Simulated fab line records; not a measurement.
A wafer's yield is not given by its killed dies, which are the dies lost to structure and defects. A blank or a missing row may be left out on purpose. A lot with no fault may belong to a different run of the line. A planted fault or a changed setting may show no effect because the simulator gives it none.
Problem report, 8D (eight disciplines) form, completed by code :: flow sky130 :: the parts of the form that need people (team, actions taken, sign-off) are left out

1. PROBLEM STATEMENT
cdNm at SKY_LDD_P_CD_MEAS_07 reads a mean of 419.0 nm on 6 wafers of 2 lots; wafers without a fault read 380.8 nm with a standard deviation of 2.6. That puts it +15 standard deviations away from the usual mean.
The step: target cd 380 nm.
First seen on wafer L890.1, day 20 10:31, on cdSem-01. The record has a number at this step for 39 wafers belonging to 13 lots. The rule behind "out" and "out of limits": a value lying over 4 standard deviations away from the usual mean. All remaining wafers that have a number are taken as sound.

2. WHAT IT IS; WHAT IT IS NOT
question: which readings at this step
is: cdNm
is not: -

question: which lots
is: L890, L895
is not: L886, L887, L888, L889, L901, L902, L903, L904, L906, L907, L909

question: which wafers of those lots
is: all that have a number
is not: -

question: read on which gauges
is: cdSem-01, cdSem-02
is not: -

question: when
is: from day 20 10:31
is not: up to then (12 sound wafers); but 21 sound wafers of L901, L902, L903, L904, L906, L907, L909 came after

3. WHAT RULES OUT EACH SUSPECT
Counting: any tool at a process step up to the reading is kept as a suspect provided that every lot that is out went through it and no sound lot did after the first of them.
- the gauge at SKY_LDD_P_CD_MEAS_07: ruled out. 2 gauges (cdSem-01, cdSem-02) read the wafers that are out.
- lithoTrack-02 at SKY_LDD_P_DEVELOP_06 (develop time 60 s): ruled out as a lasting fault. Sound lots L901, L902, L906, L907 ran on it after its first lot that is out, L890 (day 20 10:22).
Left after counting: nothing in the record.

4. THE CAUSE (what the simulator had put in)
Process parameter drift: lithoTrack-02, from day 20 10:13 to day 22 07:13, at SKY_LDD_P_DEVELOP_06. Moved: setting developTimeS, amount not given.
The count ruled it out by mistake, since the rule takes a fault to strike every lot its tool runs from the start of the fault on, and this one did not do so.

5. SEQUENCE OF EFFECTS, ordered by route
Each row: a reading where the mean over the struck wafers with a number is more than 3 standard deviations away from the usual. Only readings whose record carries a usual standard deviation are examined. hours: median over the lots of the time between each lot's start at the first step of this table that gives one and its start at this step. sigmas: the change, counted in usual standard deviations.
hours: 0
step: SKY_LDD_P_CD_MEAS_07
reading: cdNm
usual: 380.8 nm
on struck wafers: 419.0
change: +38.2
sigmas: +15
Later steps that measure or inspect, where all struck wafers having a row at the step show a number for every such reading and not one has moved that far: SKY_LDD_HVN_OVL_MEAS_07, SKY_LDD_HVP_OVL_MEAS_07.

6. WHAT WOULD HAVE CAUGHT IT SOONER
In this record the first reading out of limits at a measuring or inspecting step was taken at day 20 10:31, 0 hours after the fault began at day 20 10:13.
Tool readings at SKY_LDD_P_DEVELOP_06 with a usual standard deviation given in the record: none out on any struck wafer, hence no alarm at a limit of 4 standard deviations on them.
